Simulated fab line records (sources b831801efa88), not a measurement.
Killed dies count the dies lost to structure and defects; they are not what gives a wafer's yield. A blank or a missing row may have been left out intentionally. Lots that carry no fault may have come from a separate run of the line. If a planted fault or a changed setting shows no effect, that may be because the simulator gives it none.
Which tool was responsible? :: flow sky130 :: Sampling: 11 lots, 32 wafers, 5 of 708 route steps

## WHAT EACH GAUGE READ, for each wafer
SKY_VIA3_THK_MEAS_01.
lot: L156
measured: day 38 04:13
on: film metro-04
VIA3_HDPCVD_THK (nm): 1637 1651 1639

lot: L159
measured: day 39 17:09
on: film metro-02
VIA3_HDPCVD_THK (nm): 1615 1629 1638

lot: L163
measured: day 40 21:00
on: film metro-01
VIA3_HDPCVD_THK (nm): 1634 1626 1638

lot: L164
measured: day 41 03:56
on: film metro-01
VIA3_HDPCVD_THK (nm): 1652 1655 1620

lot: L166
measured: day 41 18:38
on: film metro-01
VIA3_HDPCVD_THK (nm): 1658 1987 1635

lot: L167
measured: day 42 00:56
on: film metro-02
VIA3_HDPCVD_THK (nm): 1639 1963

lot: L175
measured: day 44 19:11
on: film metro-01
VIA3_HDPCVD_THK (nm): 1640 1622 1636

lot: L176
measured: day 44 20:59
on: film metro-04
VIA3_HDPCVD_THK (nm): 1647 1665 1648

lot: L177
measured: day 44 22:37
on: film metro-01
VIA3_HDPCVD_THK (nm): 1641 1641 1638

lot: L178
measured: day 45 04:43
on: film metro-02
VIA3_HDPCVD_THK (nm): 1642 1657 1644

lot: L179
measured: day 45 07:42
on: film metro-04
VIA3_HDPCVD_THK (nm): 1640 1635 1640

## EACH LOT AND THE TOOL THAT RAN IT (in order: tool; ch and the chambers of the sampled wafers; start)
lot: L156
SKY_METAL2_STRIP_20: plasma asher-01 ch 1, day 34 16:55
SKY_VIA2_SPUTTER_20: pvd sputter-02, day 35 21:22
SKY_METAL3_SPUTTER_03: pvd sputter-04, day 35 22:08
SKY_VIA3_HDPCVD_00: hdpcvd-02 ch 0,1, day 38 04:02

lot: L159
SKY_METAL2_STRIP_20: plasma asher-01 ch 0,1, day 36 07:53
SKY_VIA2_SPUTTER_20: pvd sputter-03, day 37 11:32
SKY_METAL3_SPUTTER_03: pvd sputter-02, day 37 12:17
SKY_VIA3_HDPCVD_00: hdpcvd-01 ch 0,1,2, day 39 16:58

lot: L163
SKY_METAL2_STRIP_20: plasma asher-04 ch 0,1, day 37 14:37
SKY_VIA2_SPUTTER_20: pvd sputter-03, day 38 17:22
SKY_METAL3_SPUTTER_03: pvd sputter-01, day 38 18:08
SKY_VIA3_HDPCVD_00: hdpcvd-01 ch 0,2, day 40 20:49

lot: L164
SKY_METAL2_STRIP_20: plasma asher-03 ch 1, day 37 21:06
SKY_VIA2_SPUTTER_20: pvd sputter-03, day 38 23:29
SKY_METAL3_SPUTTER_03: pvd sputter-02, day 39 00:14
SKY_VIA3_HDPCVD_00: hdpcvd-01 ch 0,1,2, day 41 03:46

lot: L166
SKY_METAL2_STRIP_20: plasma asher-01 ch 0,1, day 38 12:52
SKY_VIA2_SPUTTER_20: pvd sputter-03, day 39 15:59
SKY_METAL3_SPUTTER_03: pvd sputter-02, day 39 16:44
SKY_VIA3_HDPCVD_00: hdpcvd-01 ch 0,1,2, day 41 18:27

lot: L167
SKY_METAL2_STRIP_20: plasma asher-01 ch 0,1, day 38 19:11
SKY_VIA2_SPUTTER_20: pvd sputter-03, day 39 21:26
SKY_METAL3_SPUTTER_03: pvd sputter-04, day 39 22:11
SKY_VIA3_HDPCVD_00: hdpcvd-01 ch 0,1, day 42 00:45

lot: L175
SKY_METAL2_STRIP_20: plasma asher-03 ch 0,1, day 41 18:10
SKY_VIA2_SPUTTER_20: pvd sputter-04, day 42 19:50
SKY_METAL3_SPUTTER_03: pvd sputter-02, day 42 20:35
SKY_VIA3_HDPCVD_00: hdpcvd-02 ch 0,2, day 44 19:01

lot: L176
SKY_METAL2_STRIP_20: plasma asher-01 ch 0,1, day 41 19:36
SKY_VIA2_SPUTTER_20: pvd sputter-02, day 42 21:25
SKY_METAL3_SPUTTER_03: pvd sputter-04, day 42 22:11
SKY_VIA3_HDPCVD_00: hdpcvd-01 ch 0,1,2, day 44 20:49

lot: L177
SKY_METAL2_STRIP_20: plasma asher-03 ch 0,1, day 41 21:03
SKY_VIA2_SPUTTER_20: pvd sputter-04, day 42 22:43
SKY_METAL3_SPUTTER_03: pvd sputter-02, day 42 23:29
SKY_VIA3_HDPCVD_00: hdpcvd-02 ch 1,2, day 44 22:26

lot: L178
SKY_METAL2_STRIP_20: plasma asher-03 ch 0,1, day 42 04:10
SKY_VIA2_SPUTTER_20: pvd sputter-04, day 43 05:59
SKY_METAL3_SPUTTER_03: pvd sputter-01, day 43 06:44
SKY_VIA3_HDPCVD_00: hdpcvd-01 ch 0,2, day 45 04:32

lot: L179
SKY_METAL2_STRIP_20: plasma asher-03 ch 0, day 42 07:01
SKY_VIA2_SPUTTER_20: pvd sputter-03, day 43 08:13
SKY_METAL3_SPUTTER_03: pvd sputter-04, day 43 08:58
SKY_VIA3_HDPCVD_00: hdpcvd-01 ch 0,1, day 45 07:31
- SKY_METAL2_STRIP_20: strips in O2/N2.
- SKY_VIA2_SPUTTER_20: material TiN, target thk 20 nm, time 80 s.
- SKY_METAL3_SPUTTER_03: material Ti, target thk 5 nm, time 3.3 s.
- SKY_VIA3_HDPCVD_00: deposits SiO2, target thk 1635 nm, time 272.5 s.

## THE ANSWER, worked out from the rows above alone
Rule: what is usual is taken from the lots themselves. The widest of any qualifying gaps counts: lots, ordered by their means at a reading, are off when they make up no more than a third of the lots, leave a main group of 4 or more, and stand apart from it by 3 or more times the standard deviation of that group's means. A main group is skipped when, at the precision printed for the reading in the tables above, its means are all equal. Also off: a lot with no number at a reading for which 4 or more lots have one. The other lots that the step has rows for count as sound.
Off: L166, L167, seen at SKY_VIA3_THK_MEAS_01 (VIA3_HDPCVD_THK). The main group has a mean of 1640 nm with a standard deviation of 7.6.
A tool fits if, at a process step before that reading, it ran every lot that is off, and no sound lot after the first of them. The gauges at SKY_VIA3_THK_MEAS_01 are tried like those tools. No candidate that was tried fits.

## WHAT THE SIMULATOR PUT IN
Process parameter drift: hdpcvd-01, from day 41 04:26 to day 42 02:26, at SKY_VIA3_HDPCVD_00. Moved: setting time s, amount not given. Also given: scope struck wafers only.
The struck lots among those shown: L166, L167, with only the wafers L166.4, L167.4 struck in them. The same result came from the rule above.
